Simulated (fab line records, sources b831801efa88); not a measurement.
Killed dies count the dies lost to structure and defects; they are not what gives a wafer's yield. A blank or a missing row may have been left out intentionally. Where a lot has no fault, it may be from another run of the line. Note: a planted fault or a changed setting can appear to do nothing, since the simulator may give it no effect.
fab line records	flow sky130
[record] lots = 7	wafers = 21	last-day = 50
route steps=708 shown POLY_GATE@235 LDD_N@237 PAD_OPEN@708
lots that met no fault: taken from a fault-free run of the same line
start-h: the number of hours between the record's first day and the start of the first shown wafer of the lot	wait-h: hours from the lot's prior step to this one	" as in the row above	L1.1+2: several wafers, shown together as one row	- no value, or no start given	* or withheld: withheld	< > ~ a bound
route shown NAME@n: NAME is a module with steps in the file, n the number in the route of the first one	usual: mean and standard deviation over wafers with no fault	same: alike in all rows	chamber/n: place in a boat	sites: each site's reading	_std_site: standard deviation of those values	_edge_site: the outer-site mean with the inner-site mean subtracted	radius-mm: for every site, how far away it sits from the centre of the wafer	mask NAME#n: copy n	behind: tool/chamber where the wafer was last shaped	hold: why the lot was held/for how many hours/how that ended	device: which transistor (n, p or np) failed to switch	end of line: the tests these same wafers got at the end of their route	step lacking rows: just its recipe	killed: dies lost to structure and defects at the first sort, not the wafer's yield	map: the dies of a wafer, with x for killed, . for not killed, _ for no die there
set.NAME: the setting that was run; set.NAME@STEP: the one run at that earlier step	model.NAME: the simulator's own value behind a step, which no gauge read
lots at some steps of the route; a table a step, a row a wafer
services: when a tool's chamber went out of use (start-h, in hours from the record's first day, below 0 if earlier), for how many hours, and the reason
[[steps]]
[step SKY_POLY_GATE_THK_MEAS_21]
[recipe] reads = SiO2_of_POLY_GATE_OXIDATION_20
[usual] POLY_GATE_OXIDATION_THK = 4.00/0.072
lot.wafer	tool	chamber	start-h	wait-h	POLY_GATE_OXIDATION_THK[nm]
L619.3	film-metro-03	-	422.69	0.0	4.06
L619.4	"	-	"	"	4.10
L619.5	"	-	"	"	4.06
L620.1	film-metro-04	-	424.25	0.0	4.06
L620.2	"	-	"	"	3.99
L620.4	"	-	"	"	3.96
L625.2	film-metro-04	-	484.99	0.0	4.00
L625.5	"	-	"	"	4.01
L625.6	"	-	"	"	4.01
L628.2	film-metro-04	-	503.19	0.0	3.98
L628.4	"	-	"	"	3.97
L628.5	"	-	"	"	3.99
L629.2	film-metro-02	-	515.02	0.0	4.03
L629.4	"	-	"	"	3.92
L629.5	"	-	"	"	3.94
L633.1	film-metro-04	-	546.76	0.0	4.04
L633.2	"	-	"	"	4.12
L633.6	"	-	"	"	4.22
L637.2	film-metro-03	-	572.89	0.0	3.97
L637.3	"	-	"	"	4.00
L637.4	"	-	"	"	3.92
[step SKY_POLY_GATE_CD_MEAS_22]
[usual] cd-nm = 150.2/2.1
lot.wafer	tool	chamber	start-h	wait-h	cd-nm
L619.3	cd-sem-02	-	422.78	0.1	148.8
L619.4	"	-	"	"	149.0
L619.5	"	-	"	"	150.7
L620.1	cd-sem-01	-	424.41	0.1	152.4
L620.2	"	-	"	"	150.1
L620.4	"	-	"	"	153.3
L625.2	cd-sem-02	-	485.07	0.1	149.2
L625.5	"	-	"	"	146.2
L625.6	"	-	"	"	149.1
L628.2	cd-sem-02	-	503.27	0.1	151.6
L628.4	"	-	"	"	145.9
L628.5	"	-	"	"	150.6
L629.2	cd-sem-01	-	515.10	0.1	149.0
L629.4	"	-	"	"	150.8
L629.5	"	-	"	"	148.9
L633.1	cd-sem-01	-	546.82	0.1	150.7
L633.2	"	-	"	"	148.6
L633.6	"	-	"	"	148.2
L637.2	cd-sem-02	-	572.97	0.1	151.5
L637.3	"	-	"	"	149.5
L637.4	"	-	"	"	150.0
[step SKY_LDD_N_DEHYDRATE_00]
[recipe] temp-c = 200	time-s = 60
[step SKY_LDD_N_HMDS_01]
[recipe] prime-time-s = 60	prime-temp-c = 120
[step SKY_LDD_N_COAT_02]
[recipe] resist = NOVOLAK	spin-rpm = 3000	resist-thk-nm = 300
[step SKY_LDD_N_SOFTBAKE_03]
[recipe] temp-c = 90	time-s = 60	resist = NOVOLAK
[step SKY_LDD_N_EXPOSE_04]
[recipe] mask-id = NTM	target-cd-nm = 840	na = 0.6	source-shape = conventional	sigma-outer = 0.6	dose-mj = 110
[step SKY_LDD_N_PEB_05]
[recipe] temp-c = withheld	time-s = *	resist = NOVOLAK
[step SKY_LDD_N_DEVELOP_06]
[recipe] develop-time-s = 60	dev-temp-c = 23
[step SKY_LDD_N_OVL_MEAS_07]
[usual] LDD_N_OVL = -0.9/1.3
lot.wafer	tool	chamber	start-h	wait-h	LDD_N_OVL[nm]
L619.3	overlay-02	-	453.55	0.1	-3.2
L619.4	"	-	"	"	-3.7
L619.5	"	-	"	"	-2.8
L620.1	overlay-01	-	455.32	0.1	-1.3
L620.2	"	-	"	"	-1.9
L620.4	"	-	"	"	-1.9
L625.2	overlay-01	-	516.22	0.1	-0.1
L625.5	"	-	"	"	-1.6
L625.6	"	-	"	"	-0.7
L628.2	overlay-02	-	534.07	0.1	0.6
L628.4	"	-	"	"	0.2
L628.5	"	-	"	"	0.3
L629.2	overlay-02	-	545.67	0.1	0.1
L629.4	"	-	"	"	0.0
L629.5	"	-	"	"	-0.1
L633.1	overlay-02	-	576.47	0.1	-1.2
L633.2	"	-	"	"	-0.6
L633.6	"	-	"	"	-1.3
L637.2	overlay-02	-	602.64	0.1	-0.8
L637.3	"	-	"	"	0.4
L637.4	"	-	"	"	0.6
[step SKY_LDD_N_IMPLANT_08]
[recipe] species = As	energy-kev = 20	dose-cm2 = 7.5e+13	tilt-deg = withheld	rotation-deg = 23
[step SKY_LDD_N_IMPLANT_09]
[recipe] species = As	energy-kev = 20	dose-cm2 = 7.5e+13	tilt-deg = withheld	rotation-deg = 113
[step SKY_LDD_N_IMPLANT_10]
[recipe] species = As	energy-kev = 20	dose-cm2 = 7.5e+13	tilt-deg = withheld	rotation-deg = 203
[usual] beam-on-s = 10.09/0.23	dose-ions-cm2 = 7.5e+13/8.2e+10	faraday-current-uA = 419/9.5
lot.wafer	tool	chamber	start-h	wait-h	beam-on-s	dose-ions-cm2	faraday-current-uA
L619.3	implanter-02	0	453.92	0.1	10.27	7.5e+13	412
L619.4	"	0	"	"	10.22	7.491e+13	415
L619.5	"	0	"	"	10.07	7.492e+13	418
L620.1	implanter-01	0	455.65	0.1	10.19	7.501e+13	414
L620.2	"	0	"	"	10.11	7.49e+13	419
L620.4	"	0	"	"	9.99	7.498e+13	424
L625.2	implanter-02	0	516.58	0.1	8.02	7.505e+13	526
L625.5	"	0	"	"	8.06	7.521e+13	524
L625.6	"	0	"	"	8.06	7.496e+13	522
L628.2	implanter-02	0	534.43	0.1	8.05	7.503e+13	524
L628.4	"	0	"	"	8.02	7.505e+13	530
L628.5	"	0	"	"	8.15	7.508e+13	520
L629.2	implanter-02	0	546.03	0.1	7.92	7.511e+13	532
L629.4	"	0	"	"	7.98	7.511e+13	530
L629.5	"	0	"	"	8.19	7.509e+13	514
L633.1	implanter-01	0	576.80	0.1	9.94	7.488e+13	426
L633.2	"	0	"	"	10.16	7.486e+13	414
L633.6	"	0	"	"	10.01	7.516e+13	422
L637.2	implanter-03	0	603.00	0.1	9.80	7.496e+13	431
L637.3	"	0	"	"	9.77	7.5e+13	434
L637.4	"	0	"	"	9.74	7.49e+13	433
[step SKY_LDD_N_IMPLANT_11]
[recipe] species = As	energy-kev = 20	dose-cm2 = 7.5e+13	tilt-deg = withheld	rotation-deg = 293
[step SKY_LDD_N_IMPLANT_12]
[recipe] species = BF2	energy-kev = 50	dose-cm2 = 5e+12	tilt-deg = 30	rotation-deg = 0
[step SKY_LDD_N_IMPLANT_13]
[recipe] species = BF2	energy-kev = 50	dose-cm2 = 5e+12	tilt-deg = 30	rotation-deg = 90
[step SKY_LDD_N_IMPLANT_14]
[recipe] species = BF2	energy-kev = 50	dose-cm2 = 5e+12	tilt-deg = 30	rotation-deg = 180
[step SKY_LDD_N_IMPLANT_15]
[recipe] species = BF2	energy-kev = 50	dose-cm2 = 5e+12	tilt-deg = 30	rotation-deg = 270
[step SKY_LDD_N_STRIP_16]
[recipe] chemistry = O2/N2	power-w = 1400	pressure-mtorr = 1500	platen-temp-c = withheld	o2-flow-sccm = 3000	n2-flow-sccm = 300	overash-fraction = 0.5
[usual] drypump-motor-current-A = 5.52/0.24	o2-flow-sccm = 3000/9.6	oes-product-au = 0.407/0.004	strip-time-to-endpoint-s = 4.314/0.016
lot.wafer	tool	chamber	start-h	wait-h	drypump-motor-current-A	o2-flow-sccm	oes-product-au	rf-hours-counter-h	strip-time-to-endpoint-s
L619.3	plasma-asher-04	1	454.81	0.1	5.73	2992	0.406	-	4.307
L619.4	"	0	"	"	5.56	3005	0.414	-	4.319
L619.5	"	1	"	"	5.77	2985	0.408	-	4.335
L620.1	plasma-asher-04	0	456.55	0.1	5.56	3007	0.407	80	4.341
L620.2	"	1	"	"	5.68	2995	0.406	80	4.354
L620.4	"	0	"	"	5.55	3002	0.406	-	4.330
L625.2	plasma-asher-04	0	517.45	0.1	5.53	3005	0.411	86	4.270
L625.5	"	1	"	"	5.69	2992	0.414	-	4.264
L625.6	"	0	"	"	5.54	3001	0.401	-	4.268
L628.2	plasma-asher-01	0	535.30	0.1	5.06	2999	0.404	39	4.263
L628.4	"	0	"	"	5.07	3004	0.408	-	4.266
L628.5	"	0	"	"	5.08	3003	0.403	-	4.266
L629.2	plasma-asher-04	1	546.90	0.1	5.73	2997	0.408	90	4.252
L629.4	"	0	"	"	5.55	3003	0.406	-	4.262
L629.5	"	1	"	"	5.74	2989	0.406	-	4.252
L633.1	plasma-asher-01	0	577.70	0.1	5.07	3005	0.410	41	4.334
L633.2	"	1	"	"	5.93	2996	0.410	41	4.314
L633.6	"	0	"	"	5.04	3017	0.411	-	4.327
L637.2	plasma-asher-03	0	603.87	0.1	5.41	2990	0.405	18	4.317
L637.3	"	1	"	"	5.43	3001	0.402	-	4.305
L637.4	"	0	"	"	5.43	3005	0.409	-	4.283
[step SKY_LDD_N_TW_MEAS_17]
[usual] LDD_N_TW = 2581/18
lot.wafer	tool	chamber	start-h	wait-h	LDD_N_TW
L619.3	film-metro-03	-	454.89	0.1	2630
L619.4	"	-	"	"	2624
L619.5	"	-	"	"	2618
L620.1	film-metro-03	-	456.65	0.1	2604
L620.2	"	-	"	"	2618
L620.4	"	-	"	"	2611
L625.2	film-metro-01	-	517.56	0.1	2533
L625.5	"	-	"	"	2547
L625.6	"	-	"	"	2536
L628.2	film-metro-03	-	535.41	0.1	2573
L628.4	"	-	"	"	2582
L628.5	"	-	"	"	2579
L629.2	film-metro-01	-	547.01	0.1	2529
L629.4	"	-	"	"	2522
L629.5	"	-	"	"	2535
L633.1	film-metro-04	-	577.80	0.1	2584
L633.2	"	-	"	"	2579
L633.6	"	-	"	"	2574
L637.2	film-metro-01	-	603.98	0.1	2557
L637.3	"	-	"	"	2565
L637.4	"	-	"	"	2564
[step SKY_PAD_OPEN_PROBE_99]
[usual] killed_at_M0_to_M3 = 44/8.6	killed_at_M4_up = 3.4/1.9	killed-at-contacts = 23/5.7	killed-at-front-end = 15/4.5	killed-at-other = 0.4/0.62	killed-dies = 86/11	killed-open = 46/7.6	killed-short = 39/6.3
[same] gross-dies = 492	killed-at-back-side = 0
lot.wafer	tool	chamber	start-h	wait-h	killed_at_M0_to_M3	killed_at_M4_up	killed-at-contacts	killed-at-front-end	killed-at-other	killed-dies	killed-open	killed-short	model.etest.tip-n.rs-ohm-sq
L619.3	prober-02	-	1116.09	0.2	40	2	25	14	1	82	41	41	435.1
L619.4	prober-02	-	1116.14	0.2	58	3	16	11	0	88	45	43	437.1
L619.5	prober-02	-	1116.19	0.2	42	5	27	11	2	87	36	51	438.4
L625.2	prober-01	-	1155.79	0.1	46	5	28	15	0	94	54	40	459.4
L625.5	prober-01	-	1155.94	0.2	43	5	27	21	0	96	47	49	461.5
L625.6	prober-01	-	1155.99	0.2	32	1	30	19	0	82	38	44	462.2
L628.2	prober-01	-	1173.36	0.1	49	5	21	8	0	83	52	31	451.3
L628.4	prober-01	-	1173.46	0.2	50	5	16	15	1	87	45	41	455.9
L628.5	prober-01	-	1173.51	0.2	42	4	18	19	0	83	43	40	454.7
L629.2	prober-01	-	1176.69	0.1	58	5	22	17	1	103	50	51	464.6
L629.4	prober-01	-	1176.79	0.2	31	2	22	16	1	72	31	41	459.7
L629.5	prober-01	-	1176.84	0.2	31	2	28	14	0	75	43	32	458.3
L633.1	prober-01	-	1189.34	0.1	38	2	20	13	1	74	40	32	440.7
L633.2	prober-01	-	1189.39	0.1	49	3	25	11	1	89	54	35	443.4
L633.6	prober-01	-	1189.59	0.2	66	3	31	11	0	111	63	48	443.6
// killed by level:class
L619.3 VIA1:geometric-particle:open=9 METAL2:geometric-particle:short=8 LI_CONTACT:geometric-particle:open=7 VIA2:geometric-particle:open=6 LOCAL_INTERCONNECT:geometric-particle:short=6 CONTACT:geometric-particle:short=6 CONTACT:geometric-particle:open=5 SPACER:geometric-particle:open=4
L619.4 VIA1:geometric-particle:open=9 VIA3:geometric-particle:open=9 VIA2:geometric-particle:open=7 VIA1:geometric-particle:short=7 METAL2:geometric-particle:short=6 METAL3:geometric-particle:short=6 LI_CONTACT:geometric-particle:open=5 CONTACT:geometric-particle:short=5
L619.5 CONTACT:geometric-particle:open=10 VIA1:geometric-particle:open=9 LOCAL_INTERCONNECT:geometric-particle:short=9 METAL2:geometric-particle:short=7 VIA2:geometric-particle:open=6 VIA1:geometric-particle:short=5 POLY_GATE:geometric-particle:short=4 LI_CONTACT:geometric-particle:short=4
L625.2 VIA1:geometric-particle:open=14 CONTACT:geometric-particle:open=11 LI_CONTACT:geometric-particle:open=8 METAL2:geometric-particle:short=7 VIA2:geometric-particle:open=7 VIA3:geometric-particle:short=5 POLY_GATE:geometric-particle:open=4 LI_CONTACT:geometric-particle:short=4
L625.5 VIA1:geometric-particle:open=9 VIA3:geometric-particle:open=8 LI_CONTACT:geometric-particle:open=8 FIELD_ISO:geometric-particle:open=7 FIELD_ISO:geometric-particle:short=6 LOCAL_INTERCONNECT:geometric-particle:short=6 VIA2:geometric-particle:open=6 METAL1:geometric-particle:short=5
L625.6 LOCAL_INTERCONNECT:geometric-particle:short=11 VIA1:geometric-particle:open=11 LI_CONTACT:geometric-particle:open=7 FIELD_ISO:geometric-particle:short=6 FIELD_ISO:geometric-particle:open=5 POLY_GATE:geometric-particle:open=5 LI_CONTACT:geometric-particle:short=4 CONTACT:geometric-particle:open=4
L628.2 CONTACT:geometric-particle:open=11 VIA2:geometric-particle:open=10 VIA3:geometric-particle:open=9 VIA1:geometric-particle:open=9 METAL1:geometric-particle:short=6 VIA1:geometric-particle:short=6 LI_CONTACT:geometric-particle:open=5 METAL4:geometric-particle:short=4
L628.4 VIA1:geometric-particle:open=14 CONTACT:geometric-particle:short=7 VIA1:geometric-particle:short=6 VIA2:geometric-particle:open=6 FIELD_ISO:geometric-particle:open=5 VIA2:geometric-particle:short=5 METAL4:geometric-particle:short=5 METAL2:geometric-particle:short=4
L628.5 FIELD_ISO:geometric-particle:open=9 VIA2:geometric-particle:open=8 METAL3:geometric-particle:short=8 VIA1:geometric-particle:open=7 FIELD_ISO:geometric-particle:short=6 CONTACT:geometric-particle:open=6 VIA1:geometric-particle:short=6 CONTACT:geometric-particle:short=5
L629.2 VIA1:geometric-particle:open=13 LI_CONTACT:geometric-particle:open=8 METAL1:geometric-particle:short=8 VIA2:geometric-particle:open=7 FIELD_ISO:geometric-particle:short=6 METAL2:geometric-particle:short=6 CONTACT:geometric-particle:open=5 VIA1:geometric-particle:short=5
L629.4 LI_CONTACT:geometric-particle:open=7 METAL1:geometric-particle:short=7 LI_CONTACT:geometric-particle:short=5 VIA1:geometric-particle:open=5 CONTACT:geometric-particle:short=5 FIELD_ISO:geometric-particle:short=4 METAL3:geometric-particle:short=4 CONTACT:geometric-particle:open=4
L629.5 CONTACT:geometric-particle:open=11 LI_CONTACT:geometric-particle:open=7 VIA3:geometric-particle:open=6 CONTACT:geometric-particle:short=6 METAL3:geometric-particle:short=5 POLY_GATE:geometric-particle:open=4 METAL2:geometric-particle:short=4 VIA2:geometric-particle:open=4
L633.1 LI_CONTACT:geometric-particle:open=7 VIA3:geometric-particle:open=7 METAL2:geometric-particle:short=6 VIA1:geometric-particle:open=6 VIA2:geometric-particle:open=6 LOCAL_INTERCONNECT:geometric-particle:short=5 CONTACT:geometric-particle:open=5 METAL1:geometric-particle:short=3
L633.2 VIA1:geometric-particle:open=13 CONTACT:geometric-particle:open=13 VIA2:geometric-particle:open=8 VIA3:geometric-particle:open=7 VIA1:geometric-particle:short=6 CONTACT:geometric-particle:short=5 FIELD_ISO:geometric-particle:short=4 LI_CONTACT:geometric-particle:open=4
L633.6 VIA1:geometric-particle:open=20 CONTACT:geometric-particle:open=12 VIA3:geometric-particle:open=10 LOCAL_INTERCONNECT:geometric-particle:short=7 VIA1:geometric-particle:short=6 VIA2:geometric-particle:open=6 CONTACT:geometric-particle:short=5 METAL1:geometric-particle:short=5
[[services]]
tool	chamber	start-h	hours	kind
plasma-asher-03	0	430.25	-	clean
plasma-asher-03	1	430.25	-	clean
plasma-asher-03	-	431.08	2.7	repair
plasma-asher-04	-	441.68	1.2	repair
implanter-02	-	458.96	1.5	repair
implanter-03	-	481.24	1.1	repair
implanter-01	-	531.40	4.6	pm
implanter-02	-	535.30	4.4	pm
plasma-asher-01	-	541.29	28.1	pm
implanter-02	-	556.09	2.0	repair
implanter-03	-	566.77	3.4	pm
plasma-asher-01	-	569.39	2.8	pm
plasma-asher-04	-	573.52	1.0	repair
[[key]]
[first-sign] step = SKY_LDD_N_IMPLANT_10	reading = faraday-current-uA	direction = up	sigmas = 11	usual = 419	struck = 525
[effect] step = SKY_LDD_N_IMPLANT_10	reading = beam-on-s	direction = down	sigmas = 9	usual = 10.09	struck = 8.05
[effect] step = SKY_LDD_N_STRIP_16	reading = strip-time-to-endpoint-s	direction = down	sigmas = 3.2	usual = *	struck = *
[effect] step = SKY_LDD_N_TW_MEAS_17	reading = LDD_N_TW	direction = down	sigmas = 1.8	usual = 2581	struck = 2548
[model-effect] step = SKY_PAD_OPEN_PROBE_99	value = etest.tip-n.rs-ohm-sq	without = 442.6	struck = 458.6
met-at SKY_LDD_N_IMPLANT_10
struck-wafers L625.2,L625.5,L625.6,L628.2,L628.4,L628.5,L629.2,L629.4,L629.5
tester-left-out L625,L628,L629
onset-between 453.92 516.58
[fault] kind = process-parameter-drift	tool = implanter-02	chamber = -	onset-h = 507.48	steps = SKY_LDD_N_IMPLANT_10	channel = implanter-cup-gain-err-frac	offset = 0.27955	shape = step	end-h = 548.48
// tester-left-out: of these lots the tester's yield and bins aren't shown, on N5 and GAA mostly nor the transistor test; their killed dies are dies lost to structure and defects alone, not to doping, threshold or leakage, so they don't give the yield
